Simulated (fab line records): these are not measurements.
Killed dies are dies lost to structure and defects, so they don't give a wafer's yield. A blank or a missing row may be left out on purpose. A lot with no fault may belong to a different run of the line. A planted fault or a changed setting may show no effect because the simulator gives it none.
Problem report in the 8D (eight disciplines) form, filled by code :: flow sky130 :: the parts of the form that need people (team, actions taken, sign-off) are left out

## 1. THE PROBLEM
Across 6 wafers from 2 lots, SD_N_RS at SKY_SD_N_RS_MEAS_16 averages 59.01 ohm/sq, while fault-free wafers read 68.62 ohm/sq with a standard deviation of 0.12. That is -80 standard deviations from the usual mean.
The step: measures by four-point-probe.
Earliest sighting: wafer L647.2 on film metro-01 at day 32 06:19. The record holds 42 wafers of 14 lots with a number at this step. Rule for "out", or "out of limits": more than 4 standard deviations from the usual mean. The rest of the wafers with a number are treated as sound.

## 2. WHAT IT IS; WHAT IT IS NOT
question: which readings at this step
is: SD_N_RS
is not: -

question: which lots
is: L647, L650
is not: L634, L636, L638, L640, L641, L643, L646, L648, L652, L653, L654, L657

question: which wafers of those lots
is: all that have a number
is not: -

question: read on which gauges
is: film metro-01, film metro-03
is not: film metro-02

question: when
is: from day 32 06:19
is not: up to then (24 sound wafers); but 12 sound wafers of L652, L653, L654, L657 came after

## 3. SUSPECTS, AND WHAT RULES EACH OUT
Counting: a tool at any process step up to the reading remains a suspect when it ran all the lots that are out and ran no sound lot after the first of those.
- the gauge at SKY_SD_N_RS_MEAS_16 has been ruled out. 2 gauges (film metro-01, film metro-03) read the wafers that are out.
- rtp anneal-02 at SKY_SD_N_RTA_14 (time 2 s): kept. All lots that are out passed through it, beginning with L647 at day 32 06:07, and no sound lot followed; its final sound lot before that point was L646 at day 31 20:22. Out on those wafers are its own readings of lamp power pct, wafer_temp_C_max.
The count leaves rtp anneal-02 at SKY_SD_N_RTA_14.

## 4. THE CAUSE (what the simulator had put in)
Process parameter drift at SKY_SD_N_RTA_14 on rtp anneal-02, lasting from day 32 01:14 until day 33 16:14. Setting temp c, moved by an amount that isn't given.
After counting, this tool was the only one left.

## 5. THE CHAIN OF EFFECTS, in route order
One row per reading whose mean, taken over the struck wafers that have a number, lies over 3 standard deviations from the usual. Only readings for which the record gives a usual standard deviation are gone through. hours: the time from each lot's start at the first step in this table that gives one to its start at this step, as a median over the lots. sigmas: the change in usual standard deviations.
hours: 0
step: SKY_SD_N_RTA_14
reading: lamp power pct
usual: 15.74 %
on struck wafers: 16.88
change: +1.14
sigmas: +22

hours: 0
step: SKY_SD_N_RTA_14
reading: wafer_temp_C_max
usual: 1078.2
on struck wafers: 1129.8
change: +51.6
sigmas: +32

hours: 0
step: SKY_SD_N_RS_MEAS_16
reading: SD_N_RS
usual: 68.62 ohm/sq
on struck wafers: 59.01
change: -9.62
sigmas: -80

hours: 0
step: SKY_SD_N_RS_MEAS_17
reading: SD_P_RS
usual: 147.3 ohm/sq
on struck wafers: 101.0
change: -46.3
sigmas: -99 or more

hours: 0
step: SKY_SD_N_RS_MEAS_18
reading: RES_XHIGH_RS
usual: 333.4 ohm/sq
on struck wafers: 329.0
change: -4.4
sigmas: -4.4
Process steps it contains:
- SKY_SD_N_RTA_14: time 2 s.

## 6. HOW IT WOULD HAVE BEEN CAUGHT EARLIER
The first out-of-limits reading at a measuring or inspecting step in this record came at day 32 06:19, 5 hours after the fault's start at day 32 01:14.
The tool's own readings at SKY_SD_N_RTA_14 were out on every struck wafer that the step has a row for (lamp power pct, wafer_temp_C_max): an alarm limit on them would have fired on the first of those.
L650, from the lots that are out (2), started SKY_SD_N_RTA_14 on rtp anneal-02 later than day 32 06:19. Holding the tool at that time would have saved it.
